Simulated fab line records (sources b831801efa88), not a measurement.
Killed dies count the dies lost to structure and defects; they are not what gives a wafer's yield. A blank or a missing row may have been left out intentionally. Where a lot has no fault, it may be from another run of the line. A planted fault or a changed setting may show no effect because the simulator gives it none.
fab line records	flow sky130
record: lots: 14	wafers: 42	last_day: 50
route steps=708 shown FIELD_ISO@28 VT_ADJUST_HVTR@138 LDD_LDN@296 VIA3@582
lots that met no fault: taken from a fault-free run of the same line
start_h: hours from the record's first day to the start of the lot's first wafer shown	wait_h: how many hours have passed since the lot's step before this one	" same as the row above	L1.1+2: one row covering several wafers at once	- no value present, or no start provided	* or withheld: withheld	< > ~ a bound
route shown NAME@n: NAME is a module with steps in the file, n the number in the route of the first one	usual: mean and standard deviation over wafers with no fault	same: alike in all rows	chamber/n: place in a boat	sites: each site's reading	_std_site: standard deviation across them	_edge_site: outer sites' mean less inner sites'	radius_mm: for every site, how far away it sits from the centre of the wafer	mask NAME#n: copy n	behind: tool/chamber where the wafer was last shaped	hold: why the lot went on hold/how many hours it stayed there/how the hold came to an end	device: transistor that didn't switch, given as n, p or np	end of line: tests of these same wafers at the route's end	a step without rows: its recipe alone	killed: dies that structure and defects cost at the first sort, which is not the same as the wafer's yield	map: the dies of a wafer, with x for killed, . for not killed, _ for no die there
set.NAME: the setting as run; set.NAME@STEP: as run at that earlier step	model.NAME: the simulator's own value behind a step, which no gauge read
route steps across a sampled set of lots; one table per step, one row per wafer
services: the hour from which a tool's chamber was out of use, counted from the record's first day as start_h (under 0 if before that day), plus the number of hours and why
== steps ==
step: SKY_FIELD_ISO_CMP_27
recipe: stop_on: Si3N4	t_overpolish_s: 16	down_force_psi: 4	platen_rpm: 60	target_thk_nm: 457.8	pad_velocity_m_s: 0.94248
usual: motor_current_A: 12.3/1.2	overpolish_run_s: 16.000/0.0089	time_to_endpoint_s: 111/4.1
lot.wafer	tool	chamber	start_h	wait_h	motor_current_A	overpolish_run_s	time_to_endpoint_s
L286.1	cmp-01	3	40.20	0.1	14.4	15.997	108
L286.3	"	0	"	"	11.1	16.011	113
L286.6	"	3	"	"	14.6	15.994	111
L288.1	cmp-02	0	47.40	0.0	13.3	16.008	124
L288.6	"	0	"	"	13.4	16.000	122
L288.5	"	1	"	"	11.2	15.995	118
L290.3	cmp-01	0	62.64	0.1	11.0	16.016	114
L290.1	"	1	"	"	12.8	15.991	114
L290.5	"	3	"	"	13.9	16.005	113
L291.1	cmp-01	2	66.50	0.1	11.2	15.995	117
L291.4	"	3	"	"	14.2	15.997	109
L291.5	"	0	"	"	11.4	16.003	116
L292.3	cmp-02	0	70.94	0.0	13.4	15.999	115
L292.2	"	1	"	"	11.2	16.000	118
L292.1	"	3	"	"	12.9	16.014	114
L293.2	cmp-01	0	74.90	0.1	11.2	15.997	117
L293.6	"	3	"	"	13.7	16.008	112
L293.5	"	0	"	"	11.3	16.011	119
L297.3	cmp-02	2	94.50	0.0	12.0	16.000	108
L297.5	"	2	"	"	12.0	16.004	108
L297.6	"	3	"	"	12.9	15.985	107
L299.2	cmp-02	2	109.27	0.0	12.3	16.013	111
L299.4	"	0	"	"	14.3	15.999	113
L299.5	"	2	"	"	12.4	16.005	111
L301.4	cmp-02	0	119.11	0.0	13.9	16.004	111
L301.2	"	3	"	"	12.3	16.000	105
L301.6	"	0	"	"	13.4	15.991	107
L304.3	cmp-02	3	133.29	0.0	12.9	16.007	112
L304.2	"	2	"	"	12.0	15.992	110
L304.5	"	0	"	"	14.0	15.997	109
L305.1	cmp-02	1	138.67	0.1	11.1	15.997	107
L305.2	"	3	"	"	13.3	15.995	106
L305.6	"	0	"	"	13.3	15.999	102
L306.1	cmp-02	2	140.90	0.0	12.2	16.008	107
L306.2	"	0	"	"	14.4	15.991	111
L306.3	"	1	"	"	11.2	16.007	108
L307.3	cmp-02	1	146.52	0.0	11.6	16.011	112
L307.2	"	3	"	"	12.1	15.990	110
L307.6	"	1	"	"	11.4	16.019	106
L308.2	cmp-01	0	153.93	0.1	11.1	15.995	111
L308.3	"	1	"	"	11.9	15.999	117
L308.5	"	2	"	"	11.2	15.984	116
step: SKY_VT_ADJUST_HVTR_CD_MEAS_07
recipe: target_cd_nm: 380
usual: cd_nm: 379.9/2.4
lot.wafer	tool	chamber	start_h	wait_h	cd_nm
L286.1	cd_sem-01	-	211.39	0.1	378.6
L286.3	"	-	"	"	376.9
L286.6	"	-	"	"	380.3
L288.1	cd_sem-01	-	217.94	0.1	377.4
L288.5	"	-	"	"	379.7
L288.6	"	-	"	"	379.5
L290.1	cd_sem-01	-	241.45	0.1	385.9
L290.3	"	-	"	"	385.3
L290.5	"	-	"	"	384.6
L291.1	cd_sem-02	-	248.30	0.1	379.7
L291.4	"	-	"	"	379.5
L291.5	"	-	"	"	378.1
L292.1	cd_sem-02	-	250.75	0.1	380.2
L292.2	"	-	"	"	378.1
L292.3	"	-	"	"	378.7
L293.2	cd_sem-02	-	255.86	0.1	383.4
L293.5	"	-	"	"	381.1
L293.6	"	-	"	"	381.0
L297.3	cd_sem-01	-	285.14	0.1	382.1
L297.5	"	-	"	"	379.0
L297.6	"	-	"	"	381.2
L299.2	cd_sem-01	-	309.46	0.1	378.0
L299.4	"	-	"	"	376.3
L299.5	"	-	"	"	376.6
L301.2	cd_sem-02	-	319.79	0.1	381.4
L301.4	"	-	"	"	378.1
L301.6	"	-	"	"	380.3
L304.2	cd_sem-01	-	340.36	0.1	378.9
L304.3	"	-	"	"	380.1
L304.5	"	-	"	"	380.8
L305.1	cd_sem-01	-	349.44	0.1	381.9
L305.2	"	-	"	"	381.3
L305.6	"	-	"	"	376.9
L306.1	cd_sem-02	-	349.84	0.1	378.8
L306.2	"	-	"	"	376.1
L306.3	"	-	"	"	377.2
L307.2	cd_sem-02	-	359.51	0.1	378.0
L307.3	"	-	"	"	377.7
L307.6	"	-	"	"	378.3
L308.2	cd_sem-02	-	370.22	0.1	384.2
L308.3	"	-	"	"	378.8
L308.5	"	-	"	"	381.3
step: SKY_LDD_LDN_OVL_MEAS_07
usual: LDD_LDN_OVL: 0.6/1.4
lot.wafer	tool	chamber	start_h	wait_h	LDD_LDN_OVL[nm]
L286.1	overlay-02	-	529.64	0.1	1.7
L286.3	"	-	"	"	-0.5
L286.6	"	-	"	"	0.2
L288.1	overlay-01	-	536.29	0.1	1.6
L288.5	"	-	"	"	0.5
L288.6	"	-	"	"	0.5
L291.1	overlay-02	-	590.24	0.1	-0.5
L291.4	"	-	"	"	0.8
L291.5	"	-	"	"	0.6
L290.1	overlay-02	-	590.89	0.1	0.2
L290.3	"	-	"	"	2.4
L290.5	"	-	"	"	3.4
L292.1	overlay-02	-	591.31	0.1	1.3
L292.2	"	-	"	"	-0.6
L292.3	"	-	"	"	0.5
L293.2	overlay-02	-	592.45	0.1	2.2
L293.5	"	-	"	"	2.0
L293.6	"	-	"	"	3.2
L297.3	overlay-02	-	620.65	0.1	-1.0
L297.5	"	-	"	"	1.0
L297.6	"	-	"	"	-1.0
L299.2	overlay-01	-	656.00	0.1	1.4
L299.4	"	-	"	"	2.4
L299.5	"	-	"	"	0.3
L301.2	overlay-02	-	661.92	0.1	1.0
L301.4	"	-	"	"	-0.9
L301.6	"	-	"	"	2.1
L304.2	overlay-02	-	682.85	0.1	1.2
L304.3	"	-	"	"	-0.6
L304.5	"	-	"	"	-0.6
L305.1	overlay-02	-	687.19	0.1	1.3
L305.2	"	-	"	"	0.5
L305.6	"	-	"	"	1.9
L306.1	overlay-02	-	689.24	0.1	0.8
L306.2	"	-	"	"	0.0
L306.3	"	-	"	"	-0.5
L307.2	overlay-02	-	699.99	0.1	1.3
L307.3	"	-	"	"	-0.4
L307.6	"	-	"	"	-0.8
L308.2	overlay-02	-	710.02	0.1	0.3
L308.3	"	-	"	"	-0.7
L308.5	"	-	"	"	-2.2
step: SKY_VIA3_EXPOSE_09
recipe: mask_id: VIM3	na: 0.8	source_shape: annular	sigma_inner: 0.55	sigma_outer: 0.85	target_cd_nm: 200	dose_mj: 38
usual: exposure_dose_mJ_cm2: 37.98/0.04	focus_offset_nm: 0.1/0.48	na: 0.8/0
lot.wafer	tool	chamber	start_h	wait_h	mask	exposure_dose_mJ_cm2	focus_offset_nm	na
L286.1	krf_scanner-02	0	920.38	-	VIM3#0	38.00	1.3	0.8
L286.3	"	0	"	"	VIM3#0	38.01	0.2	0.8
L286.6	"	0	"	"	VIM3#0	38.01	0.5	0.8
L288.1	krf_scanner-01	0	927.28	-	VIM3#0	38.03	-0.1	0.8
L288.5	"	0	"	"	VIM3#0	37.99	-0.8	0.8
L288.6	"	0	"	"	VIM3#0	38.03	0.0	0.8
L291.1	krf_scanner-02	0	967.84	-	VIM3#0	37.92	-0.3	0.8
L291.4	"	0	"	"	VIM3#0	37.90	0.1	0.8
L291.5	"	0	"	"	VIM3#0	37.94	0.8	0.8
L292.1	krf_scanner-02	0	970.39	-	VIM3#0	37.99	0.0	0.8
L292.2	"	0	"	"	VIM3#0	38.02	-0.2	0.8
L292.3	"	0	"	"	VIM3#0	38.01	-0.3	0.8
L290.1	krf_scanner-02	0	972.50	-	VIM3#0	38.01	0.3	0.8
L290.3	"	0	"	"	VIM3#0	37.97	1.1	0.8
L290.5	"	0	"	"	VIM3#0	38.03	0.7	0.8
L293.2	krf_scanner-01	0	973.98	-	VIM3#0	38.03	-0.8	0.8
L293.5	"	0	"	"	VIM3#0	37.99	-0.3	0.8
L293.6	"	0	"	"	VIM3#0	37.98	-0.6	0.8
L297.3	krf_scanner-02	0	995.70	-	VIM3#0	37.94	-0.2	0.8
L297.5	"	0	"	"	VIM3#0	37.89	-0.3	0.8
L297.6	"	0	"	"	VIM3#0	38.01	-0.2	0.8
L299.2	krf_scanner-02	-	1025.21	-	VIM3#0	-	-	-
L299.4	"	-	"	"	VIM3#0	-	-	-
L299.5	"	-	"	"	VIM3#0	-	-	-
L301.2	krf_scanner-02	-	1030.12	-	VIM3#0	-	-	-
L301.4	"	-	"	"	VIM3#0	-	-	-
L301.6	"	-	"	"	VIM3#0	-	-	-
L304.2	krf_scanner-02	0	1046.43	-	VIM3#0	37.94	-0.1	0.8
L304.3	"	0	"	"	VIM3#0	37.92	-0.8	0.8
L304.5	"	0	"	"	VIM3#0	37.94	-0.1	0.8
L305.1	krf_scanner-01	0	1048.41	-	VIM3#0	38.00	-0.2	0.8
L305.2	"	0	"	"	VIM3#0	38.00	0.3	0.8
L305.6	"	0	"	"	VIM3#0	37.99	0.2	0.8
L306.1	krf_scanner-01	0	1050.26	-	VIM3#0	37.96	-0.3	0.8
L306.2	"	0	"	"	VIM3#0	38.05	-0.6	0.8
L306.3	"	0	"	"	VIM3#0	38.00	-0.5	0.8
L307.2	krf_scanner-01	0	1058.68	-	VIM3#0	37.95	0.7	0.8
L307.3	"	0	"	"	VIM3#0	38.00	0.4	0.8
L307.6	"	0	"	"	VIM3#0	38.05	0.0	0.8
L308.2	krf_scanner-02	0	1069.46	-	VIM3#0	38.01	0.0	0.8
L308.3	"	0	"	"	VIM3#0	37.98	0.1	0.8
L308.5	"	0	"	"	VIM3#0	37.97	0.1	0.8
== services ==
tool	chamber	start_h	hours	kind
krf_scanner-02	-	21.32	3.5	repair
krf_scanner-02	-	29.43	1.3	pm
krf_scanner-02	-	46.23	1.0	pm
cmp-02	-	52.53	0.4	repair
cmp-02	-	58.94	5.8	pm
cmp-02	-	64.76	4.0	pm
cmp-02	-	68.40	0.9	repair
krf_scanner-02	-	111.04	3.6	pm
cmp-02	-	113.76	0.4	repair
krf_scanner-02	-	115.35	0.8	pm
krf_scanner-02	-	121.23	5.5	pm
cmp-02	-	170.87	12.1	pm
cmp-02	-	190.67	5.6	pm
cmp-02	-	199.58	3.8	repair
krf_scanner-02	-	205.33	1.3	pm
krf_scanner-02	-	215.23	1.0	pm
krf_scanner-02	-	238.00	4.4	pm
cmp-02	-	247.13	13.1	repair
cmp-02	-	275.38	1.8	repair
krf_scanner-02	-	284.15	0.8	pm
cmp-02	-	315.23	1.6	repair
krf_scanner-02	-	321.31	0.3	repair
krf_scanner-02	-	339.82	7.1	repair
krf_scanner-02	-	370.27	4.0	pm
== key ==
first_sign: step: SKY_VIA3_EXPOSE_09	reading: tool_record	direction: missing
effect none on later readings
met_at SKY_VIA3_EXPOSE_09
struck_lots L299,L301
later_rows_left_out L299.2,L299.4,L299.5,L301.2,L301.4,L301.6
sort_left_out L299.2,L299.4,L299.5,L301.2,L301.4,L301.6
not_acting_at SKY_FIELD_ISO_CMP_27,SKY_VT_ADJUST_HVTR_CD_MEAS_07,SKY_LDD_LDN_OVL_MEAS_07
onset_between 995.70 1025.21
fault: kind: skipped_step_whole	tool: krf_scanner-02	chamber: -	onset_h: 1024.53	steps: SKY_VIA3_EXPOSE_09	scope: struck_lots_only
sort_left_out: the simulated sort isn't trusted on such a fault, so these wafers' sort isn't shown, and their yield isn't known
later_rows_left_out: the simulator's readings of these wafers behind a module that went badly wrong aren't trusted and aren't shown, but for the sort
